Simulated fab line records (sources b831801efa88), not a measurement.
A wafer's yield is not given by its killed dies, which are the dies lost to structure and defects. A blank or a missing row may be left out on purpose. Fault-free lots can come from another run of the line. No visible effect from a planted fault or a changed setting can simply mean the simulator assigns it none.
Chamber matching | flow gf180mcu | rieDiel-03 running GF_V3_ETCH_16: 4 sister chambers
The step etches BARC in N2/H2. 4 wafers are shown with their chamber, then 9 later ones without.

== EACH WAFER AND ITS CHAMBER ==
wafer  | chamber | drypumpMotorCurrentA (A)
L477.5 | 0       | 5.5
L478.1 | 3       | 5.5
L478.5 | 1       | 5.4
L478.6 | 2       | 5.5

== WAFERS MISSING THEIR CHAMBER ==
wafer  | drypumpMotorCurrentA (A)
L481.1 | 5.4
L481.2 | 5.5
L481.3 | 5.6
L485.1 | 5.4
L485.2 | 5.5
L485.5 | 5.4
L487.1 | 5.5
L487.3 | 5.5
L487.5 | 5.4

== THE CHAMBER EACH PASSED THROUGH ==
wafer  | from the rows above          | in truth
L481.1 | 1                            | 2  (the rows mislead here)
L481.2 | can't be placed: 0 or 2 or 3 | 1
L481.3 | can't be placed: 0 or 2 or 3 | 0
L485.1 | 1                            | 1
L485.2 | can't be placed: 0 or 2 or 3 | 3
L485.5 | 1                            | 1
L487.1 | can't be placed: 0 or 2 or 3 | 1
L487.3 | can't be placed: 0 or 2 or 3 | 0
L487.5 | 1                            | 1
Correct placement for 3 of the 9. These rows do not allow placing 5 (true chamber among the candidates in 3). Placed wrongly: 1.
How it was worked out, from the rows above alone: a wafer's distance from a chamber is the root of the sum, over the readings, of the square of ((its reading less the chamber's mean) divided by the reading's scatter). If the next closest chamber is less than 2 further off than the closest, the wafer can't be placed; otherwise it belongs to the closest. A chamber's mean is the mean of its shown wafers. The scatter: root of mean squared gap, hidden wafer to nearest shown wafer, with one shown wafer a chamber.
